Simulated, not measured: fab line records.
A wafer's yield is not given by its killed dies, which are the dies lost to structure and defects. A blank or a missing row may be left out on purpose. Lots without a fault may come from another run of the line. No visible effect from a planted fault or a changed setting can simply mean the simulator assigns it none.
A struck lot beside a sound one | flow sky130 | 16 steps out of a route of 708
Sound: wafers L534.1, L534.4, L534.5. Wafers struck: L542.3, L542.4, L542.5. Last of all comes the cause.
Per side, at each step with rows, come the tool, then ch with its chambers, and then its first start. Under that, the readings that differ: sound wafers | struck wafers | difference of the means | sigmas: that difference in standard deviations of wafers without a fault.
alike: same words and numbers on both sides, and readings whose means sit less than 2 such deviations apart. not compared: any withheld reading, any reading some wafer has no value for, any bound like >300 that may hide the same value, and any number with overlapping values for which the record gives no deviation.
The two part at a step that has a row with sigmas, a row that says differs or no value, or rows on one side only. Numbers that have no deviation but don't overlap get no sigmas and don't part them. A reading that every wafer of one side lacks parts them only if that side has two wafers or more.

first, 1 step without rows for these wafers: SKY_POLY_CUT_DEVELOP_07 (develop time 60 s).
SKY_POLY_CUT_CD_MEAS_08: the cd target is 270 nm.
  sound: cdSem-01 at day 26 14:13; struck: cdSem-02 at day 28 20:48
  alike: cdNm
SKY_POLY_CUT_OVL_MEAS_09:
  sound: overlay-02 at day 26 14:20; struck: overlay-02 at day 28 20:53
  alike: POLY_CUT_OVL
SKY_POLY_CUT_ETCH_10: etches BARC in N2/H2, stops on SiO2, time 45.9 s, target depth 60 nm.
  sound on rieDiel-03 ch 1,2, day 26 14:22; struck on rieDiel-03 ch 0,1,2, day 28 20:55
  alike: drypumpMotorCurrentA, oesProductAu, throttleValvePct
  not compared: rfHoursCounterH
SKY_POLY_CUT_ETCH_11: etches Si3N4 in CF4/CH2F2/Ar, stops on poly-Si, time 42.5 s, target depth 60 nm.
  sound on rieDiel-03 ch 1,2, day 26 14:24; struck on rieDiel-03 ch 0,1,2, day 28 20:57
  alike: drypumpMotorCurrentA, oesProductAu, throttleValvePct
  not compared: rfHoursCounterH
SKY_POLY_CUT_STRIP_12: strips in O2/N2.
  sound on plasmaAsher-01 ch 0,1, day 26 14:26; struck on plasmaAsher-02 ch 0,1, day 28 21:02
  alike: drypumpMotorCurrentA, o2FlowSccm, oesProductAu, stripTimeToEndpointS
  not compared: rfHoursCounterH
then, 6 steps without rows for these wafers: SKY_SD_P_DEHYDRATE_00 (time 60 s); SKY_SD_P_HMDS_01 (prime time 60 s); SKY_SD_P_COAT_02 (resist thk 1140 nm); SKY_SD_P_SOFTBAKE_03 (time 60 s); SKY_SD_P_EXPOSE_04 (exposes mask PSDM, target cd 380 nm); SKY_SD_P_PEB_05.
SKY_SD_P_DEVELOP_06: develop time 60 s.
  sound on lithoTrack-02 ch 0, day 27 19:50; struck on lithoTrack-03 ch 0, day 30 01:25
SKY_SD_P_CD_MEAS_07: the cd target is 380 nm.
  sound: cdSem-01 at day 27 19:59; struck: cdSem-02 at day 30 01:33
reading   | sound             | struck            | difference | sigmas
cdNm (nm) | 379.0 380.2 381.0 | 268.2 268.9 270.7 | -110.8     | -44
SKY_SD_P_OVL_MEAS_08:
  sound: overlay-01 at day 27 20:06; struck: overlay-02 at day 30 01:38
  alike: SD_P_OVL
-- the record jumps here: 19 days lie between the struck wafers' starts before and after (it left off in module SD_P and takes up again in module PAD_OPEN, whose first step shown is number 708 of the route) --
SKY_PAD_OPEN_PROBE_99:
  sound: prober-02 at day 47 16:28; struck: prober-02 at day 49 02:14
  alike: killed_at_M0_to_M3, killed_at_M4_up, killedAtContacts, killedAtFrontEnd, killedAtOther, killedDies, killedOpen, killedShort

## WHERE THEY PART
Only at SKY_SD_P_CD_MEAS_07, as far as this record shows. Later steps at which nothing parts them and some readings are alike: SKY_SD_P_OVL_MEAS_08, SKY_PAD_OPEN_PROBE_99.

WHY: whatever the simulator had introduced
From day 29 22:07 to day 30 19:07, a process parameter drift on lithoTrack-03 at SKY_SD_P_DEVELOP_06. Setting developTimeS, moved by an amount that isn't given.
